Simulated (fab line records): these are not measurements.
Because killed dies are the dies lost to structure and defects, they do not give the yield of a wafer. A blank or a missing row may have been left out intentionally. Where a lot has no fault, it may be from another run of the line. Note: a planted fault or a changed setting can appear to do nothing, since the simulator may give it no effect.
One fault seen from 2 desks | flow sky130 | numbers are kept per desk, each desk with only its own; the story behind them comes last

THE METROLOGY DESK
What the gauges read, lot by lot, whatever tool the lot ran on: means of the sampled wafers that have a number. If a lot's mean is further than 4 standard deviations from the usual mean, the lot is out of limits and carries the mark OUT (the distance appears in the brackets).
Columns: A = PWDE_OVL at SKY_PWDE_OVL_MEAS_07, usual -0.4 nm; B = cd nm at SKY_VT_ADJUST_NCORE_CD_MEAS_07, usual 379.4 nm; C = GATE_OXIDE_OXIDATION_00_THK at SKY_GATE_OXIDE_THK_MEAS_02, usual 10.23 nm
lot  | first seen here | A    | B     | C
L564 | day 4 02:55     | -0.8 | 378.1 | 10.52
L565 | day 4 08:52     | -0.5 | 383.2 | 10.28
L566 | day 4 19:47     | -0.9 | 378.7 | 10.14
L569 | day 5 09:58     | -1.0 | 380.5 | 10.03
L570 | day 5 12:11     | 0.7  | 374.9 | 10.25
L573 | day 6 05:33     | 0.8  | 377.0 | 10.21
L574 | day 6 10:18     | 0.2  | 384.5 | 9.21 (-4.6) OUT
L575 | day 6 15:25     | -0.8 | 380.9 | 9.15 (-4.9) OUT
L581 | day 8 01:08     | -0.8 | 381.9 | 10.68
L583 | day 8 11:49     | 0.6  | 380.8 | 10.45
L585 | day 8 22:31     | 1.4  | 378.2 | 9.86
L586 | day 9 09:23     | 0.5  | 377.4 | 10.11
Per this desk, out of limits: L574, L575; the first was L575, day 16 14:50 (GATE_OXIDE_OXIDATION_00_THK at SKY_GATE_OXIDE_THK_MEAS_02). L564, L565, L566, L569, L570, L573, L581, L583, L585, L586 stayed within limits.

AT THE TOOL OWNER'S DESK: furnace-01
The tool's own readings at SKY_GATE_OXIDE_OXIDATION_01 (stabilise 600 s, purge 300 s, target thk 10.268 nm): means of the sampled wafers that have a number, for each lot that ran on this tool. If a lot's mean is further than 4 standard deviations from the usual mean, the lot is out of limits and carries the mark OUT (the distance appears in the brackets).
Columns: A = spike tc bottom C at SKY_GATE_OXIDE_OXIDATION_01, usual 918.8 C; B = spike tc centre C at SKY_GATE_OXIDE_OXIDATION_01, usual 900.7 C; C = spike tc lower C at SKY_GATE_OXIDE_OXIDATION_01, usual 899.4 C; D = spike tc top C at SKY_GATE_OXIDE_OXIDATION_01, usual 909.1 C; E = spike tc upper C at SKY_GATE_OXIDE_OXIDATION_01, usual 899.3 C; F = tube center temp C at SKY_GATE_OXIDE_OXIDATION_01, usual 900 C; G = zone power top pct at SKY_GATE_OXIDE_OXIDATION_01, usual 34 %
lot  | first seen here | A                | B                | C                | D                | E                | F   | G
L564 | day 12 23:31    | 918.2            | 899.9            | 900.5            | 908.8            | 899.3            | 900 | 29
L569 | day 16 01:00    | 919.5            | 900.5            | 899.7            | 907.7            | 899.1            | 900 | 29
L570 | day 16 01:00    | 918.8            | 900.1            | 898.9            | 908.1            | 900.1            | 900 | 29
L573 | day 16 01:00    | 918.9            | 901.0            | 899.9            | 907.3            | 899.6            | 900 | 29
L574 | day 16 13:25    | 908.9 (-9.9) OUT | 891.2 (-7.9) OUT | 889.2 (-10) OUT  | 898.6 (-5.0) OUT | 889.5 (-9.9) OUT | 900 | 29
L575 | day 16 13:25    | 908.4 (-10) OUT  | 890.5 (-8.5) OUT | 889.6 (-9.8) OUT | 897.6 (-5.5) OUT | 888.4 (-11) OUT  | 900 | 29
L585 | day 21 07:13    | 918.3            | 900.9            | 900.1            | 907.3            | 898.7            | 900 | 30
L586 | day 21 07:13    | 918.2            | 899.2            | 900.0            | 908.2            | 899.0            | 900 | 29
This desk finds L574, L575 out of limits, L574 being first, at day 16 13:25 (spike tc bottom C at SKY_GATE_OXIDE_OXIDATION_01). L564, L569, L570, L573, L585, L586 stayed within limits.

PUT TOGETHER
The tool owner's desk could have raised an alarm at day 16 13:25, on L574, L575.
Metrology desk: alarm possible at day 16 14:50 on L574, L575.
The lots listed all ran SKY_GATE_OXIDE_OXIDATION_01 on furnace-01.

WHAT WAS PUT IN BY THE SIMULATOR
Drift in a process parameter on furnace-01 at SKY_GATE_OXIDE_OXIDATION_01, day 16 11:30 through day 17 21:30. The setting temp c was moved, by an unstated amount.
Lots struck among those shown: L574, L575.
Counting hours from when the fault started, the first reading out of limits came at 2 for the tool owner's desk and at 3 for the metrology desk.
